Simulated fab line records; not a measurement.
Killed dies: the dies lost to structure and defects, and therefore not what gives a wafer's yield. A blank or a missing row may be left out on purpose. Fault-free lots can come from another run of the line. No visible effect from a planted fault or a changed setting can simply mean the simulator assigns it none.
Matching of chambers + flow sky130 + SKY_LI_CONTACT_ETCH_15 on rie diel-01: 4 sister chambers
The step etches PSG in C4F8/O2/Ar, stops on Si, target depth 600 nm. 4 wafers are shown with their chamber, then 11 later ones without.

## WAFERS PAIRED WITH THEIR CHAMBERS
| wafer  | chamber | oes product au (a.u.) |
|--------|---------|-----------------------|
| L079.5 | 1       | 0.833                 |
| L086.2 | 2       | 0.836                 |
| L086.5 | 3       | 0.829                 |
| L092.2 | 0       | 0.836                 |

## WAFERS WITH NO CHAMBER GIVEN
| wafer  | oes product au (a.u.) |
|--------|-----------------------|
| L092.4 | 0.841                 |
| L092.6 | 0.837                 |
| L093.3 | 0.843                 |
| L093.5 | 0.834                 |
| L093.6 | 0.838                 |
| L097.1 | 0.833                 |
| L097.2 | 0.836                 |
| L097.3 | 0.829                 |
| L097.4 | 0.841                 |
| L097.5 | 0.833                 |
| L097.6 | 0.842                 |

## CHAMBER TAKEN BY EACH
| wafer  | from the rows above               | in truth |
|--------|-----------------------------------|----------|
| L092.4 | can't be placed: 0 or 2 or 1 or 3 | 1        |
| L092.6 | can't be placed: 0 or 2 or 1 or 3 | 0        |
| L093.3 | can't be placed: 0 or 2 or 1 or 3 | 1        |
| L093.5 | can't be placed: 1 or 0 or 2 or 3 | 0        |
| L093.6 | can't be placed: 0 or 2 or 1 or 3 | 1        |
| L097.1 | can't be placed: 1 or 0 or 2 or 3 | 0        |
| L097.2 | can't be placed: 0 or 2 or 1 or 3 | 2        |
| L097.3 | can't be placed: 3 or 1 or 0 or 2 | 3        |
| L097.4 | can't be placed: 0 or 2 or 1 or 3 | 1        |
| L097.5 | can't be placed: 1 or 0 or 2 or 3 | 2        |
| L097.6 | can't be placed: 0 or 2 or 1 or 3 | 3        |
Correctly placed: 0 of 11. Cannot be placed on the basis of these rows: 11; the candidates contain the true chamber in 11. Placed wrongly: 0.
How it was worked out, from the rows above alone: a wafer's distance from a chamber is the root of the sum, over the readings, of the square of ((its reading less the chamber's mean) divided by the reading's scatter). If the next closest chamber is less than 2 further off than the closest, the wafer can't be placed; otherwise it belongs to the closest. The mean given for a chamber averages the wafers shown for that chamber. The scatter: with one shown wafer a chamber, the root of the mean of the squares of how far each hidden wafer lies from its nearest shown one.
